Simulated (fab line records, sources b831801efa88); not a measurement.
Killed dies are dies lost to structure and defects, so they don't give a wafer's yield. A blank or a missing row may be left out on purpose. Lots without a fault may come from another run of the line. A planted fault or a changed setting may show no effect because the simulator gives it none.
A struck lot beside a sound one | flow sky130 | 27 steps out of a route of 708
Sound: wafers L403.3, L403.5, L403.6. Struck: wafers L408.2, L408.5, L408.6. The cause comes at the end.
At each step with rows: each side's tool, then ch and its chambers, then its first start. Under that, the readings that differ: sound wafers | struck wafers | difference of the means | sigmas: that difference in standard deviations of wafers without a fault.
alike: readings whose means differ by less than 2 such deviations, and words and numbers that are the same on both sides. not compared: withheld readings, readings that some wafer has no value for, bounds like >300 that may hide the same value, and numbers for which the record gives no deviation and whose values overlap.
The two part at a step that has a row with sigmas, a row that says differs or no value, or rows on one side only. Numbers that don't overlap but have no deviation are shown without sigmas and don't part them. A reading that every wafer of one side lacks parts them only if that side has two wafers or more.

SKY_VT_ADJUST_LVTN_STRIP_20: strips in O2/N2.
  sound on plasma_asher-01 ch 0,1, day 9 22:28; struck on plasma_asher-01 ch 0,1, day 11 04:39
  alike: chamber_pressure_mTorr, drypump_motor_current_A, oes_product_au, strip_time_to_endpoint_s
  not compared: rf_hours_counter_h
SKY_VT_ADJUST_LVTN_TW_MEAS_21:
  sound on film_metro-04, day 9 22:33; struck on film_metro-04, day 11 04:46
  alike: VT_ADJUST_LVTN_2_TW
then, 7 steps without rows for these wafers: SKY_VT_ADJUST_NCORE_DEHYDRATE_00 (time 60 s); SKY_VT_ADJUST_NCORE_HMDS_01 (prime time 60 s); SKY_VT_ADJUST_NCORE_COAT_02 (resist thk 1140 nm); SKY_VT_ADJUST_NCORE_SOFTBAKE_03 (time 60 s); SKY_VT_ADJUST_NCORE_EXPOSE_04 (exposes mask LVTN COMPLEMENT THIN, target cd 380 nm); SKY_VT_ADJUST_NCORE_PEB_05; SKY_VT_ADJUST_NCORE_DEVELOP_06 (develop time 60 s).
SKY_VT_ADJUST_NCORE_CD_MEAS_07: target cd 380 nm.
  sound on cd_sem-01, day 10 20:17; struck on cd_sem-01, day 12 03:57
  alike: cd_nm
SKY_VT_ADJUST_NCORE_OVL_MEAS_08:
  sound on overlay-02, day 10 20:23; struck on overlay-02, day 12 04:04
  alike: VT_ADJUST_NCORE_OVL
then, 1 step without rows for these wafers: SKY_VT_ADJUST_NCORE_IMPLANT_09.
SKY_VT_ADJUST_NCORE_STRIP_10: strips in O2/N2.
  sound on plasma_asher-02 ch 0,1, day 10 20:35; struck on plasma_asher-02 ch 0,1, day 12 04:14
  no value came back on the struck wafers for chamber_pressure_mTorr (mTorr), drypump_motor_current_A (A), oes_product_au (a.u.), strip_time_to_endpoint_s (s); on the sound wafers chamber_pressure_mTorr (mTorr) reads 1499.5 1498.3 1499.2
  reading                                              | sound | struck         | difference | sigmas
  model.NOVOLAK_of_VT_ADJUST_NCORE_COAT_02.thk_nm (nm) | 0 0 0 | 1139 1140 1140 | +1140      |
  not compared: rf_hours_counter_h
SKY_VT_ADJUST_NCORE_TW_MEAS_11:
  sound on film_metro-04, day 10 20:40; struck on film_metro-01, day 12 04:21
  alike: VT_ADJUST_NCORE_TW
then, 7 steps without rows for these wafers: SKY_VT_ADJUST_HVTR_DEHYDRATE_00 (time 60 s); SKY_VT_ADJUST_HVTR_HMDS_01 (prime time 60 s); SKY_VT_ADJUST_HVTR_COAT_02 (resist thk 1140 nm); SKY_VT_ADJUST_HVTR_SOFTBAKE_03 (time 60 s); SKY_VT_ADJUST_HVTR_EXPOSE_04 (exposes mask HVTRM, target cd 380 nm); SKY_VT_ADJUST_HVTR_PEB_05; SKY_VT_ADJUST_HVTR_DEVELOP_06 (develop time 60 s).
SKY_VT_ADJUST_HVTR_CD_MEAS_07: target cd 380 nm.
  sound on cd_sem-01, day 11 19:10; struck on cd_sem-02, day 13 04:55
  reading    | sound             | struck            | difference | sigmas
  cd_nm (nm) | 384.8 381.7 384.1 | 377.1 379.5 377.4 | -5.5       | -2
SKY_VT_ADJUST_HVTR_OVL_MEAS_08:
  sound on overlay-01, day 11 19:16; struck on overlay-02, day 13 05:02
  alike: VT_ADJUST_HVTR_OVL
then, 1 step without rows for these wafers: SKY_VT_ADJUST_HVTR_IMPLANT_09.
SKY_VT_ADJUST_HVTR_STRIP_10: strips in O2/N2.
  sound on plasma_asher-04 ch 0,1, day 11 19:28; struck on plasma_asher-04 ch 0,1, day 13 05:13
  reading                      | sound             | struck            | difference | sigmas
  strip_time_to_endpoint_s (s) | 14.24 14.22 14.20 | 31.31 31.27 31.31 | +17.08     | +99 or more
  alike: chamber_pressure_mTorr, drypump_motor_current_A, oes_product_au
  not compared: rf_hours_counter_h
SKY_VT_ADJUST_HVTR_TW_MEAS_11:
  sound on film_metro-03, day 11 19:34; struck on film_metro-03, day 13 05:19
  reading           | sound       | struck   | difference | sigmas
  VT_ADJUST_HVTR_TW | 215 216 215 | 31 30 31 | -185       | -58
then, 1 step without rows for these wafers: SKY_VT_ADJUST_PCH_DEHYDRATE_00 (time 60 s).

WHERE THEY PART
First at SKY_VT_ADJUST_NCORE_STRIP_10; last, within this record, at SKY_VT_ADJUST_HVTR_TW_MEAS_11.

WHY: what the simulator had put in
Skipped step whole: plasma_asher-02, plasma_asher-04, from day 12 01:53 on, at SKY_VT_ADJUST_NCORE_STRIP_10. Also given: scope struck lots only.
